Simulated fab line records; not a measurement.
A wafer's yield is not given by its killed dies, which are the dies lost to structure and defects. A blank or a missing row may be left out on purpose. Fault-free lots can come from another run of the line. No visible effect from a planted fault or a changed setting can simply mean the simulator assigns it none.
A lot that was struck, set against a sound lot | flow sfqLine | 42 steps out of a route of 325
Sound: wafers L968.3, L968.4, L968.5. Struck: wafer L982.3 (left out: L982.2, a lot-mate that was not struck); the cause follows at the end.
Order at every step that has rows: each side's tool, ch and its chambers, its first start. Under that, the readings that differ: sound wafers | struck wafers | difference of the means | sigmas: that difference in standard deviations of wafers without a fault.
alike: readings with means less than 2 such deviations apart, plus words and numbers identical on both sides. not compared: withheld readings, readings lacking a value on some wafer, bounds such as >300 that could conceal the same value, and numbers that have no deviation in the record and whose values overlap.
The two part at a step that has a row with sigmas, a row that says differs or no value, or rows on one side only. Non-overlapping numbers with no deviation appear without sigmas and do not part them. Lack of a reading on every wafer of one side parts them only where that side has two or more wafers.

first, 3 steps without rows for these wafers: SFQ_TRILAYER_I4_VIA_LITHO_EXPOSE_104 (exposes mask I4, target cd 700 nm); SFQ_TRILAYER_I4_VIA_LITHO_PEB_106 (peb time 60 s); SFQ_TRILAYER_I4_VIA_LITHO_DEVELOP_105 (time 60 s).
SFQ_I4_OVL_MEAS_928:
  struck on overlay-02, day 63 16:18; sound on overlay-02, day 56 13:08
  alike: I4_OVL
then, 8 steps without rows for these wafers: SFQ_TRILAYER_I4_VIA_BARC_OPEN_VIA_ETCH_146 (etches BARC in O2, target depth 125 nm, time 41.7 s); SFQ_TRILAYER_I4_VIA_ETCH_VIA_ETCH_106 (etches SiO2 in CHF3, stops on Nb, target depth 260 nm); SFQ_TRILAYER_I4_VIA_STRIP_STRIP_107 (strips in O2); SFQ_TRILAYER_I4_VIA_STRIP_SOLV_CLEAN_108 (cleans in NMP, time 600 s); SFQ_TRILAYER_JJ_TRILAYER_DEP_PRE_CLEAN_113 (time 22.5 s); SFQ_TRILAYER_JJ_TRILAYER_DEP_SPUTTER_109 (material Nb, target thk 150 nm, time 100 s); SFQ_TRILAYER_JJ_TRILAYER_DEP_SPUTTER_110 (material Al, target thk 8 nm, time 10 s); SFQ_TRILAYER_JJ_TRILAYER_DEP_AL_OXIDATION_111 (oxidation time 600 s).
SFQ_TRILAYER_JJ_TRILAYER_DEP_SPUTTER_112: material Nb, target thk 170 nm, time 113.3 s.
  struck on pvdSputter-03, day 63 18:23; sound on pvdSputter-04, day 56 15:13
reading                                                     | sound             | struck | difference | sigmas
throttleValvePct (%)                                        | 30.6 31.3 30.3    | 29.1   | -1.6       | -2
model.Nb_of_TRILAYER_JJ_TRILAYER_DEP_SPUTTER_112.thkNm (nm) | 170.4 171.1 170.9 | 309.6  | +138.8     | 
SFQ_JJ_RS_MEAS_929: measurement is done with a four-point probe.
  struck on filmMetro-01, day 63 18:29; sound on filmMetro-04, day 56 15:20
reading           | sound             | struck | difference | sigmas
JJ_NB_RS (ohm/sq) | 1.046 1.042 1.042 | 0.573  | -0.470     | -43
then, 6 steps without rows for these wafers: SFQ_TRILAYER_JJ_CE_LITHO_COAT_119 (resist thk 62 nm); SFQ_TRILAYER_JJ_CE_LITHO_COAT_114 (resist thk 600 nm); SFQ_TRILAYER_JJ_CE_LITHO_SOFTBAKE_118; SFQ_TRILAYER_JJ_CE_LITHO_EXPOSE_115 (exposes mask J5, target cd 700 nm); SFQ_TRILAYER_JJ_CE_LITHO_PEB_117 (peb time 60 s); SFQ_TRILAYER_JJ_CE_LITHO_DEVELOP_116 (time 60 s).
SFQ_JJ_OVL_MEAS_931:
  struck on overlay-02, day 64 10:50; sound on overlay-01, day 61 11:49
  alike: J5_OVL
SFQ_TRILAYER_JJ_CE_METRO_MEASURE_117:
  struck on cdSem-02, day 64 11:04; sound on cdSem-02, day 61 12:14
reading   | sound             | struck | difference | sigmas
cdNm (nm) | 700.4 700.1 698.9 | 702.6  | +2.8       | +3
then, 11 steps without rows for these wafers: SFQ_TRILAYER_JJ_CE_BARC_OPEN_RIE_150 (chemistry O2, target BARC, target depth 240 nm, time 80 s); SFQ_TRILAYER_JJ_CE_ETCH_RIE_118 (chemistry SF6, target Nb, stops on Al2O3, time 97.7 s, target depth 170 nm); SFQ_TRILAYER_JJ_ANODIZE_ANODIZE_119; SFQ_TRILAYER_JJ_CE_STRIP_STRIP_120 (strips in O2); SFQ_TRILAYER_JJ_CE_STRIP_SOLV_CLEAN_121 (cleans in NMP, time 600 s); SFQ_TRILAYER_M5_LITHO_COAT_128 (resist thk 62 nm); SFQ_TRILAYER_M5_LITHO_COAT_123 (resist thk 600 nm); SFQ_TRILAYER_M5_LITHO_SOFTBAKE_127; SFQ_TRILAYER_M5_LITHO_EXPOSE_124 (exposes mask M5, target cd 700 nm); SFQ_TRILAYER_M5_LITHO_PEB_126 (peb time 60 s); SFQ_TRILAYER_M5_LITHO_DEVELOP_125 (time 60 s).
-- the record jumps here: 5 days lie between the struck wafers' starts before and after --
SFQ_M5_OVL_MEAS_932:
  struck on overlay-02, day 69 11:58; sound on overlay-02, day 66 06:55
  alike: M5_OVL
SFQ_TRILAYER_M5_BARC_OPEN_METAL_ETCH_161: etches BARC in O2, target depth 125 nm, time 41.7 s.
  sound on rieMetal-01 ch 0,1, day 66 06:58; struck on rieMetal-03 ch 0, day 69 11:59
  alike: drypumpMotorCurrentA, oesProductAu
  not compared: rfHoursCounterH
SFQ_TRILAYER_M5_ETCH_METAL_ETCH_126: etches Nb in Cl2/BCl3, stops on SiO2, time 203.2 s, target depth 265 nm.
  sound on rieMetal-01 ch 0,1, day 66 07:04; struck on rieMetal-03 ch 0, day 69 12:03
  alike: drypumpMotorCurrentA, oesProductAu
  not compared: rfHoursCounterH
then, 2 steps without rows for these wafers: SFQ_TRILAYER_M5_STRIP_STRIP_127 (strips in O2); SFQ_TRILAYER_M5_STRIP_SOLV_CLEAN_128 (cleans in NMP, time 600 s).
SFQ_TRILAYER_A5B_DEP_PECVD_129: deposits SiO2 from SiH4/N2O, time 133.33 s, target thk 600 nm.
  sound on pecvd-02 ch 0,1, day 66 07:58; struck on pecvd-04 ch 2, day 69 13:01
  alike: heaterPowerW, showerheadVppV, throttleValvePct
then, 1 step without rows for these wafers: SFQ_TRILAYER_A5B_CMP_CMP_130 (polishes, stops on Nb, target thk 340.7 nm).
SFQ_TRILAYER_A5B_METRO_MEASURE_131:
  struck on filmMetro-02, day 69 16:19; sound on filmMetro-01, day 66 13:58
reading    | sound       | struck | difference | sigmas
thkNm (nm) | 341 328 330 | 345    | +12        | +2
-- the record jumps here: 5 days lie between the struck wafers' starts before and after --
SFQ_TRILAYER_R5_ETCH_METAL_ETCH_139: etches the open film in Cl2, stops on SiO2, target depth 60 nm, time 40 s.
  sound on rieMetal-02 ch 0,1, day 66 23:55; struck on rieMetal-01 ch 0, day 74 06:15
reading                                                     | sound           | struck | difference | sigmas
model.Nb_of_TRILAYER_JJ_TRILAYER_DEP_SPUTTER_112.thkNm (nm) | 160.2 161 160.8 | 299.5  | +138.8     | 
  alike: drypumpMotorCurrentA, oesProductAu
  not compared: rfHoursCounterH

## WHERE THEY PART
At SFQ_TRILAYER_JJ_TRILAYER_DEP_SPUTTER_112 first; at SFQ_TRILAYER_A5B_METRO_MEASURE_131 last (within this record only). Later steps at which nothing parts them and some readings are alike: SFQ_TRILAYER_R5_ETCH_METAL_ETCH_139.

WHY: what had been put in by the simulator
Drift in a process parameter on pvdSputter-03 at SFQ_TRILAYER_JJ_TRILAYER_DEP_SPUTTER_112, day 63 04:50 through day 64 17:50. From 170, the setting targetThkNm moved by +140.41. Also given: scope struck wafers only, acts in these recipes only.
